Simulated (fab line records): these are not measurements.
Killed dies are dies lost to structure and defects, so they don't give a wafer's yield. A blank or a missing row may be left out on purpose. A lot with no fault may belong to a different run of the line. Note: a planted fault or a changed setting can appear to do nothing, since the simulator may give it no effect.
fab line records -- flow gf180mcu -- part 2 of 2: steps 26 to 34 of 34
[record] lots = 5, wafers = 15, last_day = 34
route steps=602 shown MIM@503 M5@526
lots with no fault: from the same line, run without faults
start_h: the number of hours between the record's first day and the start of the first shown wafer of the lot -- wait_h: hours elapsed since this lot's preceding step -- " unchanged from the row above -- L1.1+2: a row that stands for several wafers -- - value missing, or start not given -- * or withheld: withheld -- < > ~ a bound
route shown NAME@n: a module of which the file shows steps, and the number in the route of the first -- usual: mean/standard deviation taken from wafers without a fault -- same: alike in all rows -- chamber/n: place in a boat -- sites: per-site readings -- _std_site: the values' standard deviation -- _edge_site: inner sites' mean taken away from outer sites' mean -- radius_mm: how far each site lies from the wafer's centre -- mask NAME#n: copy n -- behind: the most recent tool/chamber to have shaped the wafer -- hold: why the lot went on hold/how many hours it stayed there/how the hold came to an end -- device: transistor that didn't switch, given as n, p or np -- end of line: the same wafers' tests at the end of the route -- where a step has no rows: the recipe by itself -- killed: at the first sort, the dies lost to defects and structure; wafer yield is something else -- map: a wafer's dies, marking killed ones x, the rest . and places with no die _
set.NAME: the setting as run; set.NAME@STEP: as run at that earlier step -- model.NAME: the simulator's own value behind a step, which no gauge read
lots at some steps of the route; a table a step, a row a wafer
services: a tool's chamber out of use, with start hour (start_h, from the record's first day; less than 0 if before it), hours out, and reason
[[steps]]
[step GF_M5_COAT_02]
[recipe] resist = KrF, spin_rpm = withheld, resist_thk_nm = 1000
[usual] chill_plate_temp_C = 23.01/0.095
lot.wafer,tool,chamber,start_h,wait_h,chill_plate_temp_C
L079.1,litho_track-03,0,640.48,0.1,23.16
L079.2,litho_track-03,0,640.48,0.1,22.91
L079.4,litho_track-03,0,640.48,0.1,23.07
L082.1,litho_track-04,0,658.99,0.1,22.89
L082.4,litho_track-04,0,658.99,0.1,22.98
L082.6,litho_track-04,0,658.99,0.1,22.96
L084.3,litho_track-03,0,668.68,0.1,22.89
L084.4,litho_track-03,0,668.68,0.1,23.08
L084.5,litho_track-03,0,668.68,0.1,23.04
L094.1,litho_track-04,0,740.19,0.1,23.10
L094.4,litho_track-04,0,740.19,0.1,23.07
L094.6,litho_track-04,0,740.19,0.1,22.99
L097.1,litho_track-03,0,750.93,0.1,23.10
L097.2,litho_track-03,0,750.93,0.1,23.09
L097.4,litho_track-03,0,750.93,0.1,23.04
[step GF_M5_SOFTBAKE_03]
[recipe] temp_c = 130, time_s = 60, resist = KrF
[usual] chill_plate_temp_C = 22.98/0.11
lot.wafer,tool,chamber,start_h,wait_h,chill_plate_temp_C
L079.1,litho_track-03,0,640.63,0.1,23.02
L079.2,litho_track-03,0,640.63,0.1,22.97
L079.4,litho_track-03,0,640.63,0.1,23.08
L082.1,litho_track-04,0,659.14,0.1,22.78
L082.4,litho_track-04,0,659.14,0.1,23.08
L082.6,litho_track-04,0,659.14,0.1,22.90
L084.3,litho_track-03,0,668.83,0.1,23.01
L084.4,litho_track-03,0,668.83,0.1,23.07
L084.5,litho_track-03,0,668.83,0.1,23.06
L094.1,litho_track-04,0,740.34,0.1,22.87
L094.4,litho_track-04,0,740.34,0.1,22.79
L094.6,litho_track-04,0,740.34,0.1,22.80
L097.1,litho_track-03,0,751.08,0.1,23.01
L097.2,litho_track-03,0,751.08,0.1,22.84
L097.4,litho_track-03,0,751.08,0.1,22.99
[step GF_M5_EXPOSE_04]
[recipe] mask_id = Metal5, target_cd_nm = 280, na = 0.68, source_shape = conventional, sigma_outer = 0.6, dose_mj = 28
lot.wafer,tool,chamber,start_h,wait_h,mask
L079.1+2+4,krf_scanner-02,0,-,-,Metal5#0
L082.1+4+6,krf_scanner-02,0,-,-,Metal5#0
L084.3+4+5,krf_scanner-01,0,-,-,Metal5#0
L094.1+4+6,krf_scanner-02,0,-,-,Metal5#0
L097.1+2+4,krf_scanner-02,0,-,-,Metal5#0
[step GF_M5_PEB_05]
[recipe] peb_temp_c = 135, peb_time_s = 90, resist = KrF
[usual] chill_plate_temp_C = 22.98/0.12
lot.wafer,tool,chamber,start_h,wait_h,chill_plate_temp_C
L079.1,litho_track-01,0,-,-,22.93
L079.2,litho_track-01,0,-,-,22.95
L079.4,litho_track-01,0,-,-,23.05
L082.1,litho_track-03,0,-,-,22.96
L082.4,litho_track-03,0,-,-,23.02
L082.6,litho_track-03,0,-,-,23.04
L084.3,litho_track-04,0,-,-,22.89
L084.4,litho_track-04,0,-,-,22.97
L084.5,litho_track-04,0,-,-,23.00
L094.1,litho_track-03,0,-,-,22.76
L094.4,litho_track-03,0,-,-,22.91
L094.6,litho_track-03,0,-,-,22.76
L097.1,litho_track-01,0,-,-,23.11
L097.2,litho_track-01,0,-,-,23.01
L097.4,litho_track-01,0,-,-,23.11
[step GF_M5_DEVELOP_06]
[recipe] develop_time_s = 60, dev_temp_c = 21
[usual] chill_plate_temp_C = 22.99/0.11
lot.wafer,tool,chamber,start_h,wait_h,chill_plate_temp_C
L079.1,litho_track-01,0,650.56,0.2,22.93
L079.2,litho_track-01,0,650.56,0.2,22.96
L079.4,litho_track-01,0,650.56,0.2,22.99
L082.1,litho_track-03,0,669.13,0.2,23.04
L082.4,litho_track-03,0,669.13,0.2,22.93
L082.6,litho_track-03,0,669.13,0.2,22.91
L084.3,litho_track-04,0,678.39,0.1,23.04
L084.4,litho_track-04,0,678.39,0.1,23.02
L084.5,litho_track-04,0,678.39,0.1,23.09
L094.1,litho_track-03,0,748.38,0.2,23.08
L094.4,litho_track-03,0,748.38,0.2,22.88
L094.6,litho_track-03,0,748.38,0.2,22.90
L097.1,litho_track-01,0,759.31,0.2,22.96
L097.2,litho_track-01,0,759.31,0.2,22.92
L097.4,litho_track-01,0,759.31,0.2,22.85
[step GF_M5_CD_MEAS_07]
[recipe] target_cd_nm = 280
[usual] cd_nm = 280.4/1.2
lot.wafer,tool,chamber,start_h,wait_h,cd_nm
L079.1,cd_sem-02,-,650.71,0.1,279.6
L079.2,cd_sem-02,-,650.71,0.1,279.5
L079.4,cd_sem-02,-,650.71,0.1,279.7
L082.1,cd_sem-02,-,669.28,0.1,281.3
L082.4,cd_sem-02,-,669.28,0.1,281.7
L082.6,cd_sem-02,-,669.28,0.1,281.3
L084.3,cd_sem-01,-,678.53,0.1,278.4
L084.4,cd_sem-01,-,678.53,0.1,279.0
L084.5,cd_sem-01,-,678.53,0.1,279.9
L094.1,cd_sem-02,-,748.53,0.1,280.1
L094.4,cd_sem-02,-,748.53,0.1,279.7
L094.6,cd_sem-02,-,748.53,0.1,280.0
L097.1,cd_sem-02,-,759.46,0.1,282.2
L097.2,cd_sem-02,-,759.46,0.1,281.8
L097.4,cd_sem-02,-,759.46,0.1,280.5
[step GF_M5_OVL_MEAS_08]
[usual] M5_OVL = 2/6
lot.wafer,tool,chamber,start_h,wait_h,M5_OVL[nm]
L079.1,overlay-01,-,650.83,0.1,-2
L079.2,overlay-01,-,650.83,0.1,12
L079.4,overlay-01,-,650.83,0.1,6
L082.1,overlay-01,-,669.40,0.1,0
L082.4,overlay-01,-,669.40,0.1,8
L082.6,overlay-01,-,669.40,0.1,6
L084.3,overlay-01,-,678.62,0.1,-10
L084.4,overlay-01,-,678.62,0.1,-6
L084.5,overlay-01,-,678.62,0.1,-11
L094.1,overlay-02,-,748.65,0.1,-1
L094.4,overlay-02,-,748.65,0.1,-7
L094.6,overlay-02,-,748.65,0.1,-12
L097.1,overlay-02,-,759.58,0.1,12
L097.2,overlay-02,-,759.58,0.1,-1
L097.4,overlay-02,-,759.58,0.1,1
[step GF_M5_ETCH_09]
[recipe] chemistry = CF4/O2, target = Si3N4, target_depth_nm = 52, source_w = 800, bias_w = 150, pressure_mtorr = 150, cf4_flow_sccm = 80, O2_flow_sccm = 10, time_s = 11.6
[usual] O2_flow_sccm = 9.998/0.029, drypump_motor_current_A = 5.7/0.39, oes_product_au = 1.001/0.0064, throttle_valve_pct = 5.970/0.0095
lot.wafer,tool,chamber,start_h,wait_h,O2_flow_sccm,drypump_motor_current_A,oes_product_au,rf_hours_counter_h,throttle_valve_pct
L079.1,rie_diel-02,2,650.86,0.0,9.984,5.6,1.002,50,5.963
L079.2,rie_diel-02,1,650.86,0.0,9.995,5.3,1.007,11,5.975
L079.4,rie_diel-02,3,650.86,0.0,9.992,5.3,1.001,39,5.978
L082.1,rie_diel-03,1,669.44,0.0,9.934,6.2,1.008,6,5.989
L082.4,rie_diel-03,3,669.44,0.0,9.976,5.4,1.001,3,5.968
L082.6,rie_diel-03,0,669.44,0.0,10.059,5.6,1.003,-,5.976
L084.3,rie_diel-04,1,678.64,0.0,10.048,5.8,1.015,20,5.973
L084.4,rie_diel-04,3,678.64,0.0,9.994,5.9,1.005,16,5.975
L084.5,rie_diel-04,0,678.64,0.0,9.980,5.4,1.000,-,5.975
L094.1,rie_diel-02,0,748.69,0.0,9.980,6.5,0.999,17,5.964
L094.4,rie_diel-02,2,748.69,0.0,10.016,5.6,0.991,0,5.960
L094.6,rie_diel-02,2,748.69,0.0,10.023,5.6,0.999,-,5.963
L097.1,rie_diel-04,0,759.61,0.0,10.035,5.5,0.984,15,5.967
L097.2,rie_diel-04,2,759.61,0.0,9.974,5.7,1.002,26,5.968
L097.4,rie_diel-04,3,759.61,0.0,9.995,5.9,1.007,20,5.979
[step GF_M5_METAL_ETCH_10]
[recipe] chemistry = Cl2/BCl3, mask_material = KrF, target_depth_nm = 627.5, stop_on = SiO2, pressure_mtorr = 8, icp_w = 800, bias_w = 140, Cl2_flow_sccm = 80, bcl3_flow_sccm = 40, time_s = 104.6
[usual] drypump_motor_current_A = 5.6/0.56, oes_product_au = 0.969/0.0063, throttle_valve_pct = 28.255/0.011
lot.wafer,tool,chamber,start_h,wait_h,drypump_motor_current_A,oes_product_au,rf_hours_counter_h,throttle_valve_pct
L079.1,rie_metal-04,0,650.89,0.0,5.7,0.971,6,28.246
L079.2,rie_metal-04,1,650.89,0.0,6.0,0.975,2,28.249
L079.4,rie_metal-04,0,650.89,0.0,5.7,0.977,-,28.255
L082.1,rie_metal-01,1,669.46,0.0,4.6,0.974,10,28.256
L082.4,rie_metal-01,1,669.46,0.0,4.6,0.971,-,28.235
L082.6,rie_metal-01,1,669.46,0.0,4.6,0.969,-,28.256
L084.3,rie_metal-01,0,678.71,0.0,5.4,0.965,-,28.262
L084.4,rie_metal-01,1,678.71,0.0,4.6,0.970,-,28.250
L084.5,rie_metal-01,0,678.71,0.0,5.5,0.957,-,28.255
L094.1,rie_metal-04,0,748.71,0.0,5.7,0.955,10,28.255
L094.4,rie_metal-04,0,748.71,0.0,5.6,0.960,-,28.240
L094.6,rie_metal-04,0,748.71,0.0,5.7,0.954,-,28.271
L097.1,rie_metal-03,1,759.64,0.0,6.4,0.958,1,28.276
L097.2,rie_metal-03,0,759.64,0.0,5.1,0.961,2,28.275
L097.4,rie_metal-03,0,759.64,0.0,5.1,0.954,-,28.254
[[services]]
tool,chamber,start_h,hours,kind
krf_scanner-02,-,587.81,1.3,pm
iline_stepper-02,-,598.95,8.9,pm
pecvd-04,2,612.69,3.3,repair
pecvd-04,-,616.37,0.4,repair
krf_scanner-02,-,618.73,0.2,repair
rie_diel-02,2,625.79,9.1,repair
rie_metal-03,-,642.35,2.8,pm
wet_bench-04,-,642.36,3.0,repair
rie_diel-04,-,649.33,0.8,repair
plasma_asher-03,-,650.47,2.5,repair
rie_metal-03,-,651.25,14.6,pm
krf_scanner-02,-,654.87,2.5,repair
rie_metal-04,-,665.00,2.8,pm
rie_diel-02,2,666.49,1.5,repair
krf_scanner-02,-,669.62,0.8,pm
rie_diel-02,1,671.40,4.9,repair
iline_stepper-02,-,678.98,1.7,pm
pvd_sputter-02,-,683.85,3.8,repair
rie_diel-02,1,686.61,2.7,repair
krf_scanner-02,-,696.38,1.0,pm
krf_scanner-02,-,697.38,4.0,pm
pvd_sputter-01,-,731.61,2.2,repair
pvd_sputter-04,-,747.35,6.3,repair
krf_scanner-02,-,758.19,3.6,pm
